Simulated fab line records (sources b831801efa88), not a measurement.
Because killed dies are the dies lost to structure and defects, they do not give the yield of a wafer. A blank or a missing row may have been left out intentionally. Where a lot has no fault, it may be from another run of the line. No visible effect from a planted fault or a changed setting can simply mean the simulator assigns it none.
Struck lot and sound lot, side by side / flow sky130 / 35 out of 708 route steps
Sound: wafers L884.1, L884.3, L884.4. Wafers struck: L902.2, L902.4, L902.6. The cause is named last.
For every step that has rows: the tool of each side, followed by ch and its chambers, followed by its first start. Under that, the readings that differ: sound wafers / struck wafers / difference of the means / sigmas: that difference in standard deviations of wafers without a fault.
alike: same words and numbers on both sides, and readings whose means sit less than 2 such deviations apart. not compared: any withheld reading, any reading some wafer has no value for, any bound like >300 that may hide the same value, and any number with overlapping values for which the record gives no deviation.
The two part at a step that has a row with sigmas, a row that says differs or no value, or rows on one side only. When numbers do not overlap yet have no deviation, they are printed without sigmas and do not part them. Lack of a reading on every wafer of one side parts them only where that side has two or more wafers.

first, 10 steps without rows for these wafers: SKY_GATE_OXIDE_CLEAN_15 (cleans in SC1/SC2, time 150 s); SKY_GATE_OXIDE_OXIDATION_16 (stabilise 600 s, purge 300 s, target thk 3.57 nm); SKY_POLY_GATE_CVD_00 (deposits poly-Si, target thk 180 nm, time 720 s); SKY_RES_PROTECT_DEHYDRATE_00 (time 60 s); SKY_RES_PROTECT_HMDS_01 (prime time 60 s); SKY_RES_PROTECT_COAT_02 (resist thk 1140 nm); SKY_RES_PROTECT_SOFTBAKE_03 (time 60 s); SKY_RES_PROTECT_EXPOSE_04 (exposes mask RPM, target cd 1270 nm); SKY_RES_PROTECT_PEB_05; SKY_RES_PROTECT_DEVELOP_06 (develop time 60 s).
SKY_POLY_GATE_IMPLANT_02:
  sound on implanter-04 ch 0, day 17 10:30; struck on implanter-04 ch 0, day 22 20:31
  alike: tilt_deg
then, 23 steps without rows for these wafers: SKY_RES_PROTECT_STRIP_07 (strips in O2/N2); SKY_RES_PROTECT_CLEAN_09 (cleans in SC1/SC2, time 150 s); SKY_POLY_GATE_CVD_03 (deposits Si3N4 from DCS/NH3, target thk 75 nm, time 1290 s); SKY_POLY_GATE_DEHYDRATE_05 (time 60 s); SKY_POLY_GATE_HMDS_06 (prime time 60 s); SKY_POLY_GATE_COAT_07 (resist thk 110 nm); SKY_POLY_GATE_COAT_08 (resist thk 450 nm); SKY_POLY_GATE_SOFTBAKE_09 (time 90 s); SKY_POLY_GATE_EXPOSE_10 (exposes mask P1M, target cd 150 nm); SKY_POLY_GATE_PEB_11; SKY_POLY_GATE_DEVELOP_12 (develop time 60 s); SKY_POLY_GATE_ETCH_15 (etches BARC in N2/H2, stops on SiO2, time 118.5 s, target depth 110 nm); SKY_POLY_GATE_ETCH_16 (etches Si3N4 in CH3F/O2, stops on poly-Si, time 147.5 s, target depth 75 nm); SKY_POLY_GATE_ETCH_17 (etches poly-Si in HBr/Cl2, stops on SiO2, target depth 180 nm, time 70.5 s); SKY_POLY_GATE_STRIP_18 (strips in O2/N2); SKY_POLY_GATE_CLEAN_19 (cleans in SC1/SC2, time 150 s); SKY_POLY_GATE_OXIDATION_20 (stabilise 600 s, purge 300 s, target thk 4 nm); SKY_LDD_N_DEHYDRATE_00 (time 60 s); SKY_LDD_N_HMDS_01 (prime time 60 s); SKY_LDD_N_COAT_02 (resist thk 300 nm); SKY_LDD_N_SOFTBAKE_03 (time 60 s); SKY_LDD_N_EXPOSE_04 (exposes mask NTM, target cd 840 nm); SKY_LDD_N_PEB_05.
-- record jumps: 28 days separate the struck wafers' starts on either side; left off in module LDD_N, taken up again in module PAD_OPEN, whose first shown step is the route's number 708 --
SKY_PAD_OPEN_PROBE_99:
  sound: prober-01 at day 47 10:35; struck: prober-02 at day 50 19:49
reading=model.etest.diode_nwell_sub.leak_log10_a_cm2; sound=-7.246 -7.25 -7.041; struck=-5.811 -5.492 -5.745; difference=+1.496; sigmas=
reading=model.etest.diode_dnwell_sub.leak_log10_a_cm2; sound=-7.134 -7.381 -7.397; struck=-5.83 -5.705 -5.858; difference=+1.51; sigmas=
reading=model.etest.diode_pwell_dnwell.leak_log10_a_cm2; sound=-7.624 -7.555 -7.633; struck=-6.279 -6.027 -6.189; difference=+1.439; sigmas=
reading=model.etest.diode_ndiff_pwell_hv.leak_log10_a_cm2; sound=-6.548 -6.565 -6.664; struck=-6.033 -5.611 -5.676; difference=+0.819; sigmas=
reading=model.etest.diode_pdiff_nwell_hv.leak_log10_a_cm2; sound=-6.567 -6.497 -6.738; struck=-5.794 -5.757 -5.61; difference=+0.880; sigmas=
reading=model.etest.diode_ndiff_pwell.leak_log10_a_cm2; sound=-7.12 -7.182 -7.395; struck=-6.32 -6.295 -6.454; difference=+0.88; sigmas=
reading=model.etest.nfet_16v.off_log10_a_um; sound=-13.84 -13.87 -13.88; struck=-12.83 -12.95 -13.09; difference=+0.91; sigmas=
reading=model.etest.diode_pdiff_nwell.leak_log10_a_cm2; sound=-7.024 -7.244 -7.095; struck=-6.403 -6.363 -6.519; difference=+0.693; sigmas=
  alike: killed_at_M0_to_M3, killed_at_M4_up, killed_at_contacts, killed_at_front_end, killed_at_other, killed_dies, killed_open, killed_short

== WHERE THEY PART ==
Nowhere in this record.

WHY: what the simulator had put in
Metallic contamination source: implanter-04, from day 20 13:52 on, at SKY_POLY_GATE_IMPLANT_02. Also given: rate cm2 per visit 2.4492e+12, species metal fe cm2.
